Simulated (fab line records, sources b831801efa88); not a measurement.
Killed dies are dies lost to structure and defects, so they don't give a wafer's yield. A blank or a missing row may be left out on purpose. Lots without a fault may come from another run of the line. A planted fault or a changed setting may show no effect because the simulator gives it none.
Which tool did it? | flow sky130 | 12 lots, 35 wafers sampled, at 2 steps of a route of 708

WHAT THE GAUGES READ, wafer by wafer
SKY_VT_ADJUST_HVTP_TW_MEAS_11.
lot  | measured     | on            | VT_ADJUST_HVTP_TW
L294 | day 5 22:23  | film_metro-02 | 1365 1356 1350
L295 | day 6 06:42  | film_metro-03 | 1359 1367 1361
L296 | day 6 10:57  | film_metro-01 | 1341 1344 1351
L297 | day 7 01:02  | film_metro-02 | 1368 1363 1358
L299 | day 7 12:50  | film_metro-02 | 1400 1363
L301 | day 7 23:04  | film_metro-01 | 1346 1358 1357
L308 | day 9 17:14  | film_metro-02 | 1375 1366 1374
L311 | day 10 14:59 | film_metro-02 | 1365 1357 1358
L312 | day 10 18:18 | film_metro-01 | 1344 1340 1351
L313 | day 11 07:44 | film_metro-02 | 1369 1359 1368
L315 | day 11 19:05 | film_metro-01 | 1351 1356 1349
L317 | day 12 04:55 | film_metro-01 | 1349 1343 1350

WHICH TOOL RAN EACH LOT (tool, then ch and the chambers of the sampled wafers, then the start)
lot  | SKY_VT_ADJUST_HVTP_IMPLANT_09
L294 | implanter-02 ch 0, day 5 22:10
L295 | implanter-01 ch 0, day 6 06:27
L296 | implanter-01 ch 0, day 6 10:42
L297 | implanter-02 ch 0, day 7 00:49
L299 | implanter-01 ch 0, day 7 12:35
L301 | implanter-04 ch 0, day 7 22:51
L308 | implanter-02 ch 0, day 9 17:01
L311 | implanter-04 ch 0, day 10 14:44
L312 | implanter-01 ch 0, day 10 18:03
L313 | implanter-04 ch 0, day 11 07:31
L315 | implanter-02 ch 0, day 11 18:50
L317 | implanter-01 ch 0, day 12 04:41
- SKY_VT_ADJUST_HVTP_IMPLANT_09

WHAT THE TOOLS THEMSELVES READ (means of the sampled wafers that have a number; where no wafer has one, the mark that the record gives instead)
SKY_VT_ADJUST_HVTP_IMPLANT_09.
lot  | tool         | beam_on_s (s) | faraday_current_uA
L294 | implanter-02 | 10.11         | 24.0
L295 | implanter-01 | 9.90          | 24.5
L296 | implanter-01 | 9.97          | 24.3
L297 | implanter-02 | 9.87          | 24.5
L299 | implanter-01 | 10.52         | 23.1
L301 | implanter-04 | 9.85          | 24.6
L308 | implanter-02 | 10.02         | 24.2
L311 | implanter-04 | 9.82          | 24.7
L312 | implanter-01 | 9.86          | 24.6
L313 | implanter-04 | 9.94          | 24.4
L315 | implanter-02 | 9.98          | 24.2
L317 | implanter-01 | 10.06         | 24.1

THE ANSWER, worked out from the rows above alone
Rule: what is usual is taken from the lots themselves. Put in order of their means at a reading, lots are off if they are a third of the lots or fewer, leave a main group of 4 or more, and stand apart from it by a gap of 3 or more times the standard deviation of the main group's means; of several such gaps the widest counts. A main group whose means are all the same, to the digits that the tables above print for the reading, isn't used. A lot without any number at a reading at which 4 lots or more have one is off too. The other lots that the step has rows for count as sound. The gauges are gone through in route order, then the tools' own readings, and for those a lot's mean is taken as printed above. The first step at which some lot is off is used, and at that step the reading that is off furthest; a lot without a number counts as furthest.
Off: L299, at SKY_VT_ADJUST_HVTP_IMPLANT_09 (beam_on_s). The main group: mean 9.94 s, standard deviation 0.089.
A tool fits if, at that step or a process step before it, it ran every lot that is off, and no sound lot after the first of them. None of those tried fits.

WHAT THE SIMULATOR HAD PUT IN
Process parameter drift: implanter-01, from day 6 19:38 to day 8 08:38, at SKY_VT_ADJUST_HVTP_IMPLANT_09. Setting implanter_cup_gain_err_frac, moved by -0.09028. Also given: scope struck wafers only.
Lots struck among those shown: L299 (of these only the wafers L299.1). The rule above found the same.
